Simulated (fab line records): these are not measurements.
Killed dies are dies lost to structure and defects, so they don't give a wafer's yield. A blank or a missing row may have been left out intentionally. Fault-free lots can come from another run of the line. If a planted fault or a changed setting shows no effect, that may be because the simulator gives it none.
2 desks, one fault + flow sky130 + each desk holds nothing but its own numbers, with what lay behind them at the end

== METROLOGY DESK ==
Lot by lot, what the gauges showed, no matter which tool ran the lot: averages of those sampled wafers that carry a number. A lot is out of limits, marked OUT, if its mean lies more than 4 standard deviations from the usual mean; the brackets give that distance.
Columns: A = METAL1_OVL at SKY_METAL1_OVL_MEAS_16, usual -4 nm; B = VIA1_BOW at SKY_VIA1_BOW_MEAS_03, usual 80 um; C = VIA1_W_RS at SKY_VIA1_RS_MEAS_22, usual 0.426 ohm/sq; D = VIA1_W_THK at SKY_VIA1_THK_MEAS_23, usual 269.0 nm
| lot  | first seen here | A   | B  | C               | D                |
|------|-----------------|-----|----|-----------------|------------------|
| L527 | day 33 02:47    | -7  | 83 | 0.426           | 269.5            |
| L528 | day 33 10:48    | -6  | 77 | 0.424           | 271.7            |
| L529 | day 33 19:46    | -9  | 76 | 0.427           | 268.1            |
| L530 | day 34 12:22    | -5  | 86 | 0.423           | 270.1            |
| L531 | day 34 20:23    | -14 | 81 | 0.426           | 266.3            |
| L536 | day 36 12:05    | 4   | 81 | 0.479 (+13) OUT | 242.4 (-8.9) OUT |
| L542 | day 37 22:11    | -4  | 74 | 0.422           | 273.3            |
| L546 | day 39 06:08    | -4  | 82 | 0.421           | 273.6            |
| L547 | day 39 13:17    | -6  | 82 | 0.427           | 268.9            |
| L548 | day 39 19:08    | -4  | 89 | 0.429           | 269.0            |
Finding of this desk: L536 out of limits, first seen on L536 at day 37 16:15 (VIA1_W_RS at SKY_VIA1_RS_MEAS_22). Within limits: L527, L528, L529, L530, L531, L542, L546, L547, L548.

== TOOL OWNER'S DESK, cvd w-01 ==
The tool's own readings at SKY_VIA1_CVD_21 (deposits W, target thk 270 nm, time 80.902 s): means of the sampled wafers that have a number, for each lot that ran on this tool. A lot is out of limits, marked OUT, if its mean lies more than 4 standard deviations from the usual mean; the brackets give that distance.
Columns: A = heater power outer w at SKY_VIA1_CVD_21, usual 523 W; B = heater power w at SKY_VIA1_CVD_21, usual 864 W; C = susceptor temp C at SKY_VIA1_CVD_21, usual 399.97 C
| lot  | first seen here | A   | B   | C      |
|------|-----------------|-----|-----|--------|
| L527 | day 34 06:49    | 599 | 931 | 400.00 |
| L528 | day 34 15:22    | 600 | 928 | 400.19 |
| L531 | day 36 01:29    | 608 | 921 | 399.95 |
| L536 | day 37 16:10    | 599 | 922 | 399.76 |
Finding of this desk: none of the 4 lots has anything out of limits.

== ALL TOGETHER ==
At day 37 16:15 the metrology desk could have sounded an alarm, on L536.
Nothing out of limits was seen by the tool owner's desk.
Tool owner's desk: L536 on record, inside its limits.
On cvd w-01, each named lot ran SKY_VIA1_CVD_21.

== WHAT THE SIMULATOR PUT IN ==
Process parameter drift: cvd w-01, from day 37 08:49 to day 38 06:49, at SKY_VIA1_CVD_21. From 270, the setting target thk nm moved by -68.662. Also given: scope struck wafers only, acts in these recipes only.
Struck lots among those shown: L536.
Delay in hours, fault start to first out-of-limits reading, per desk: metrology desk 7.
